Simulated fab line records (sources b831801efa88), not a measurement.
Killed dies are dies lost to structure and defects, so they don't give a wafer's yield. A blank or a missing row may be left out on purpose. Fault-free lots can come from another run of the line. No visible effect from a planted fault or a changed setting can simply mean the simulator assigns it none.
fab line records	flow sky130
[record] lots = 12	wafers = 36	last-day = 50
route steps=708 shown VT_ADJUST_NCORE@127 SONOS_ONO@172 LOCAL_INTERCONNECT@399 METAL1@451 PAD_OPEN@708
lots with no fault: from the same line, run without faults
start-h: the number of hours between the record's first day and the start of the first shown wafer of the lot	wait-h: how many hours have passed since the lot's step before this one	" same as the row above	L1.1+2: a row that stands for several wafers	- no value present, or no start provided	* or withheld: withheld	< > ~ a bound
route shown NAME@n: NAME is a module with steps in the file, n the number in the route of the first one	usual: average and standard deviation across the fault-free wafers	same: alike in all rows	chamber/n: place in a boat	sites: each site's reading	_std_site: standard deviation across them	_edge_site: outer sites' mean less inner sites'	radius-mm: for every site, how far away it sits from the centre of the wafer	mask NAME#n: copy n	behind: the tool/chamber that last shaped the wafer	hold: why the lot went on hold/how many hours it stayed there/how the hold came to an end	device: the n, p or np transistor that did not switch	end of line: tests run on the same wafers once the route is complete	a step given without rows: its recipe and nothing more	killed: count of dies lost to structure and defects at first sort (not the wafer's yield)	map: the dies of a wafer, with x for killed, . for not killed, _ for no die there
set.NAME: the run value of the setting; set.NAME@STEP: its run value at that earlier step	model.NAME: the simulator's own value behind a step, which no gauge read
route steps across a sampled set of lots; one table per step, one row per wafer
services: from which hour (start-h, from the record's first day; less than 0 if before it) a tool's chamber was out of use, for how many hours, and why
[[steps]]
[step SKY_VT_ADJUST_NCORE_OVL_MEAS_08]
[usual] VT_ADJUST_NCORE_OVL = 1.6/1.3
lot.wafer	tool	chamber	start-h	wait-h	VT_ADJUST_NCORE_OVL[nm]
L880.1	overlay-02	-	182.50	0.1	0.3
L880.3	"	-	"	"	1.6
L880.5	"	-	"	"	2.5
L881.2	overlay-02	-	184.46	0.1	1.0
L881.3	"	-	"	"	-0.2
L881.5	"	-	"	"	0.3
L884.1	overlay-02	-	207.30	0.1	1.6
L884.4	"	-	"	"	1.6
L884.6	"	-	"	"	2.2
L886.2	overlay-01	-	224.50	0.1	0.9
L886.3	"	-	"	"	0.9
L886.5	"	-	"	"	2.1
L888.1	overlay-02	-	242.95	0.1	0.8
L888.2	"	-	"	"	3.2
L888.5	"	-	"	"	2.2
L889.2	overlay-02	-	245.16	0.1	1.6
L889.3	"	-	"	"	2.3
L889.5	"	-	"	"	1.8
L890.1	overlay-01	-	248.35	0.1	0.2
L890.2	"	-	"	"	2.2
L890.5	"	-	"	"	1.6
L891.2	overlay-02	-	250.20	0.1	0.3
L891.3	"	-	"	"	-1.3
L891.6	"	-	"	"	1.1
L892.2	overlay-01	-	267.81	0.1	1.5
L892.3	"	-	"	"	1.0
L892.5	"	-	"	"	2.2
L893.1	overlay-01	-	270.40	0.1	2.2
L893.2	"	-	"	"	2.5
L893.3	"	-	"	"	1.6
L894.1	overlay-02	-	275.95	0.1	2.7
L894.2	"	-	"	"	-0.9
L894.6	"	-	"	"	2.4
L903.2	overlay-02	-	337.35	0.1	1.2
L903.4	"	-	"	"	2.1
L903.5	"	-	"	"	4.3
[step SKY_SONOS_ONO_CVD_04]
[recipe] material = SiO2	precursor = SiH4/N2O	target-thk-nm = 5.7199	temp-c = 900	pressure-mtorr = 400
[usual] spike-tc-centre-C = 900.8/1	spike-tc-lower-C = 901.7/0.94	spike-tc-top-C = 912.6/2.5	spike-tc-upper-C = 901.2/1.3	susceptor-temp-C = 899.9/0.39
lot.wafer	tool	chamber	start-h	wait-h	spike-tc-centre-C	spike-tc-lower-C	spike-tc-top-C	spike-tc-upper-C	susceptor-temp-C
L880.1	lpcvd-03	1	255.32	0.1	902.9	901.8	914.7	902.4	899.4
L880.3	"	1	"	"	902.2	902.7	915.3	902.2	899.8
L880.5	"	1	"	"	902.7	901.8	914.6	904.2	899.7
L881.2	lpcvd-03	1	256.57	1.3	901.2	900.9	913.7	902.4	899.9
L881.3	"	1	"	"	901.0	900.2	913.5	902.3	899.7
L881.5	"	1	"	"	901.0	902.1	914.8	900.2	900.2
L884.1	lpcvd-03	0	280.26	0.1	899.7	900.8	909.2	902.1	899.3
L884.4	"	0	"	"	900.6	902.2	910.0	899.2	899.9
L884.6	"	0	"	"	902.3	901.8	908.8	901.8	899.7
L886.2	lpcvd-03	0	297.18	0.0	902.0	902.1	911.0	901.3	900.5
L886.3	"	0	"	"	900.4	901.7	909.9	899.6	899.9
L886.5	"	0	"	"	899.0	902.8	910.3	900.0	900.6
L888.1	lpcvd-03	0	322.31	0.1	901.0	901.8	909.5	901.2	899.3
L888.2	"	0	"	"	901.0	901.5	909.8	899.4	900.0
L888.5	"	0	"	"	900.6	898.6	909.7	899.6	899.9
L889.2	lpcvd-03	0	322.31	0.0	900.6	902.4	908.9	899.2	899.8
L889.3	"	0	"	"	900.7	901.4	908.7	900.3	900.8
L889.5	"	0	"	"	901.9	901.9	911.5	899.8	900.3
L890.1	lpcvd-03	0	326.50	0.1	900.1	902.1	908.5	898.6	900.0
L890.2	"	0	"	"	899.8	902.9	911.3	899.2	899.4
L890.5	"	0	"	"	898.8	901.8	908.9	899.4	900.0
L891.2	lpcvd-03	0	326.50	0.0	899.2	901.3	909.5	898.7	899.6
L891.3	"	0	"	"	901.6	901.3	911.1	900.5	900.0
L891.6	"	0	"	"	899.5	900.9	909.9	899.1	899.8
L892.2	lpcvd-03	1	346.34	0.0	903.8	902.1	915.5	903.1	900.5
L892.3	"	1	"	"	900.5	903.7	914.7	902.1	900.4
L892.5	"	1	"	"	899.1	901.6	913.8	902.1	900.4
L893.1	lpcvd-03	1	349.64	0.1	910.7	913.6	924.0	913.0	909.9
L893.2	"	1	"	"	910.4	913.2	924.0	912.6	909.3
L893.3	"	1	"	"	911.7	910.9	924.7	912.2	909.5
L894.1	lpcvd-03	1	362.25	0.1	911.8	910.8	923.8	910.8	910.1
L894.2	"	1	"	"	911.0	909.2	921.3	910.6	909.7
L894.6	"	1	"	"	911.3	911.2	923.2	911.2	910.0
L903.2	lpcvd-03	1	432.26	0.0	902.4	900.9	914.1	903.5	899.9
L903.4	"	1	"	"	900.6	901.5	913.2	901.6	899.5
L903.5	"	1	"	"	902.7	903.3	914.7	902.5	900.0
[step SKY_SONOS_ONO_THK_MEAS_05]
[recipe] reads = SiO2_of_SONOS_ONO_CVD_04
[usual] SONOS_ONO_CVD_04_THK = 5.71/0.11
lot.wafer	tool	chamber	start-h	wait-h	SONOS_ONO_CVD_04_THK[nm]
L880.1	film-metro-02	-	256.57	0.0	5.69
L880.3	"	-	"	"	5.77
L880.5	"	-	"	"	5.56
L881.2	film-metro-01	-	257.83	0.0	5.59
L881.3	"	-	"	"	5.56
L881.5	"	-	"	"	5.70
L884.1	film-metro-02	-	282.13	0.0	5.59
L884.4	"	-	"	"	5.55
L884.6	"	-	"	"	5.53
L886.2	film-metro-01	-	298.44	0.0	5.76
L886.3	"	-	"	"	5.92
L886.5	"	-	"	"	5.84
L888.1	film-metro-01	-	323.56	0.0	5.88
L888.2	"	-	"	"	5.89
L888.5	"	-	"	"	5.84
L889.2	film-metro-02	-	323.57	0.0	5.89
L889.3	"	-	"	"	5.82
L889.5	"	-	"	"	5.94
L890.1	film-metro-01	-	327.75	0.0	5.48
L890.2	"	-	"	"	5.58
L890.5	"	-	"	"	5.69
L891.2	film-metro-04	-	327.76	0.0	5.82
L891.3	"	-	"	"	5.86
L891.6	"	-	"	"	5.80
L892.2	film-metro-02	-	347.60	0.0	5.49
L892.3	"	-	"	"	5.66
L892.5	"	-	"	"	5.67
L893.1	film-metro-04	-	350.89	0.0	6.58
L893.2	"	-	"	"	6.59
L893.3	"	-	"	"	6.60
L894.1	film-metro-04	-	363.50	0.0	6.73
L894.2	"	-	"	"	6.75
L894.6	"	-	"	"	6.75
L903.2	film-metro-04	-	433.52	0.0	5.85
L903.4	"	-	"	"	5.82
L903.5	"	-	"	"	5.89
[step SKY_LOCAL_INTERCONNECT_OVL_MEAS_12]
[usual] LOCAL_INTERCONNECT_OVL = 2/5.6
lot.wafer	tool	chamber	start-h	wait-h	LOCAL_INTERCONNECT_OVL[nm]
L880.1	overlay-01	-	703.39	0.1	14
L880.3	"	-	"	"	-6
L880.5	"	-	"	"	0
L881.2	overlay-02	-	704.97	0.1	-2
L881.3	"	-	"	"	-10
L881.5	"	-	"	"	-5
L884.1	overlay-02	-	733.89	0.1	-1
L884.4	"	-	"	"	6
L884.6	"	-	"	"	1
L886.2	overlay-02	-	752.09	0.1	-1
L886.3	"	-	"	"	-6
L886.5	"	-	"	"	1
L889.2	overlay-02	-	790.80	0.1	3
L889.3	"	-	"	"	5
L889.5	"	-	"	"	7
L888.1	overlay-02	-	791.80	0.1	-2
L888.2	"	-	"	"	-2
L888.5	"	-	"	"	0
L891.2	overlay-02	-	793.45	0.1	-2
L891.3	"	-	"	"	0
L891.6	"	-	"	"	-9
L890.1	overlay-01	-	793.59	0.1	4
L890.2	"	-	"	"	2
L890.5	"	-	"	"	8
L892.2	overlay-01	-	798.34	0.1	-9
L892.3	"	-	"	"	3
L892.5	"	-	"	"	2
L893.1	overlay-02	-	807.13	0.1	4
L893.2	"	-	"	"	1
L893.3	"	-	"	"	5
L894.1	overlay-02	-	816.59	0.1	0
L894.2	"	-	"	"	7
L894.6	"	-	"	"	5
L903.2	overlay-01	-	872.04	0.1	11
L903.4	"	-	"	"	7
L903.5	"	-	"	"	10
[step SKY_METAL1_DESCUM_17]
[recipe] chemistry = O2	source-power-w = 150	bias-power-w = 0	pressure-mtorr = 10	temp-c = 40	time-s = 8
[usual] drypump-motor-current-A = 5.85/0.21	oes-product-au = 1.011/0.011
lot.wafer	tool	chamber	start-h	wait-h	drypump-motor-current-A	oes-product-au	rf-hours-counter-h
L880.1	rie-metal-04	0	761.98	0.0	5.76	1.010	3
L880.3	"	0	"	"	5.78	1.022	-
L880.5	"	1	"	"	5.65	0.997	-
L881.2	rie-metal-03	0	764.24	0.0	6.04	1.003	-
L881.3	"	0	"	"	6.00	0.986	-
L881.5	"	0	"	"	6.00	1.002	-
L884.1	rie-metal-04	0	791.59	0.0	5.80	1.025	4
L884.4	"	0	"	"	5.78	1.014	-
L884.6	"	0	"	"	5.80	1.012	-
L886.2	rie-metal-04	0	809.14	0.0	5.80	1.018	6
L886.3	"	1	"	"	5.62	0.999	-
L886.5	"	0	"	"	5.81	1.015	-
L889.2	rie-metal-04	1	846.78	0.0	5.64	1.005	1
L889.3	"	0	"	"	5.81	1.025	-
L889.5	"	1	"	"	5.61	1.002	-
L888.1	rie-metal-03	0	847.73	0.0	6.02	1.003	16
L888.2	"	1	"	"	5.61	1.014	7
L888.5	"	0	"	"	6.01	1.006	-
L891.2	rie-metal-04	0	849.43	0.0	5.80	1.013	7
L891.3	"	0	"	"	5.80	1.019	-
L891.6	"	1	"	"	5.64	1.001	-
L890.1	rie-metal-03	0	850.08	0.0	6.04	1.004	16
L890.2	"	1	"	"	5.61	1.014	8
L890.5	"	1	"	"	5.62	1.021	-
L892.2	rie-metal-03	1	854.33	0.0	5.62	1.007	8
L892.3	"	0	"	"	5.99	0.998	-
L892.5	"	0	"	"	5.97	1.006	-
L893.1	rie-metal-04	0	862.54	0.0	5.81	1.021	8
L893.2	"	1	"	"	5.65	1.003	2
L893.3	"	0	"	"	5.82	1.022	-
L894.1	rie-metal-04	0	872.13	0.0	5.82	1.028	8
L894.2	"	1	"	"	5.65	1.004	2
L894.6	"	1	"	"	5.66	1.004	-
L903.2	rie-metal-03	0	926.39	0.0	6.01	1.003	20
L903.4	"	1	"	"	5.64	1.010	-
L903.5	"	1	"	"	5.63	1.015	-
[step SKY_PAD_OPEN_PROBE_99]
[usual] killed_at_M0_to_M3 = 43/6.4	killed_at_M4_up = 2.9/1.7	killed-at-contacts = 24/5	killed-at-front-end = 15/4	killed-at-other = 0.4/0.62	killed-dies = 86/9.3	killed-on-rim = 17/3.5	killed-open = 47/6.8	killed-short = 38/5.8
[same] gross-dies = 492	killed-at-back-side = 0
lot.wafer	tool	chamber	start-h	wait-h	killed_at_M0_to_M3	killed_at_M4_up	killed-at-contacts	killed-at-front-end	killed-at-other	killed-dies	killed-on-rim	killed-open	killed-short
L891.3	prober-02	-	1141.95	0.2	38	3	21	10	0	72	16	45	27
L891.6	prober-02	-	1142.10	0.2	34	3	24	10	1	72	18	37	34
L892.3	prober-01	-	1144.90	0.2	35	5	22	19	0	81	19	46	35
// killed by level:class
L891.3 VIA1:geometric-particle:open=12 CONTACT:geometric-particle:open=9 VIA2:geometric-particle:open=6 METAL1:geometric-particle:short=5 METAL2:geometric-particle:short=4 LI_CONTACT:geometric-particle:open=4 CONTACT:geometric-particle:short=4 FIELD_ISO:geometric-particle:open=3
L891.6 CONTACT:geometric-particle:open=9 METAL2:geometric-particle:short=7 LI_CONTACT:geometric-particle:open=5 METAL1:geometric-particle:short=5 VIA2:geometric-particle:open=5 VIA3:geometric-particle:open=5 FIELD_ISO:geometric-particle:short=4 LOCAL_INTERCONNECT:geometric-particle:short=4
L892.3 LI_CONTACT:geometric-particle:open=8 CONTACT:geometric-particle:open=8 VIA1:geometric-particle:short=8 FIELD_ISO:geometric-particle:open=6 VIA1:geometric-particle:open=6 POLY_GATE:geometric-particle:open=5 VIA2:geometric-particle:open=5 FIELD_ISO:geometric-particle:short=4
[[services]]
tool	chamber	start-h	hours	kind
rie-metal-03	-	304.78	2.8	pm
rie-metal-03	1	309.80	8.3	repair
rie-metal-03	0	490.99	27.7	repair
rie-metal-03	1	513.20	4.2	repair
rie-metal-04	0	514.49	13.8	repair
rie-metal-03	-	561.02	0.4	repair
rie-metal-03	1	582.80	11.2	repair
lpcvd-03	-	607.71	1.2	repair
rie-metal-04	-	619.16	2.8	pm
rie-metal-03	0	650.42	5.5	repair
rie-metal-03	1	651.18	17.4	repair
lpcvd-03	-	652.14	0.4	repair
rie-metal-04	1	663.17	4.6	repair
rie-metal-04	0	676.99	-	clean
rie-metal-04	0	676.99	15.5	scheduled-down
rie-metal-04	0	676.99	15.5	vent-cycle
rie-metal-03	1	695.42	127.2	repair
rie-metal-04	1	775.61	-	clean
rie-metal-04	1	775.61	24.1	scheduled-down
rie-metal-04	1	775.61	24.1	vent-cycle
lpcvd-03	-	795.40	2.8	pm
lpcvd-03	-	798.87	0.5	repair
lpcvd-03	-	838.96	0.8	repair
rie-metal-04	0	903.35	16.0	repair
[[key]]
[first-sign] step = SKY_SONOS_ONO_CVD_04	reading = susceptor-temp-C	direction = up	sigmas = 25	usual = *	struck = *
[effect] step = SKY_SONOS_ONO_CVD_04	reading = spike-tc-lower-C	direction = up	sigmas = 10	usual = 901.7	struck = 911.5
[effect] step = SKY_SONOS_ONO_THK_MEAS_05	reading = SONOS_ONO_CVD_04_THK	direction = up	sigmas = 8.3	usual = 5.71	struck = 6.67
met-at SKY_SONOS_ONO_CVD_04
struck-lots L893,L894
struck-wafers L893.1,L893.2,L893.3,L894.1,L894.2,L894.6
tester-left-out L893,L894
not-acting-at SKY_VT_ADJUST_NCORE_OVL_MEAS_08,SKY_LOCAL_INTERCONNECT_OVL_MEAS_12,SKY_METAL1_DESCUM_17
onset-between 346.34 349.64
[fault] kind = process-parameter-drift	tool = lpcvd-03	chamber = 1	onset-h = 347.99	steps = SKY_SONOS_ONO_CVD_04	channel = temp-c	offset = *	shape = step	end-h = 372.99	stated = *
// tester-left-out: of these lots the tester's yield and bins aren't shown, on N5 and GAA mostly nor the transistor test; their killed dies are dies lost to structure and defects alone, not to doping, threshold or leakage, so they don't give the yield
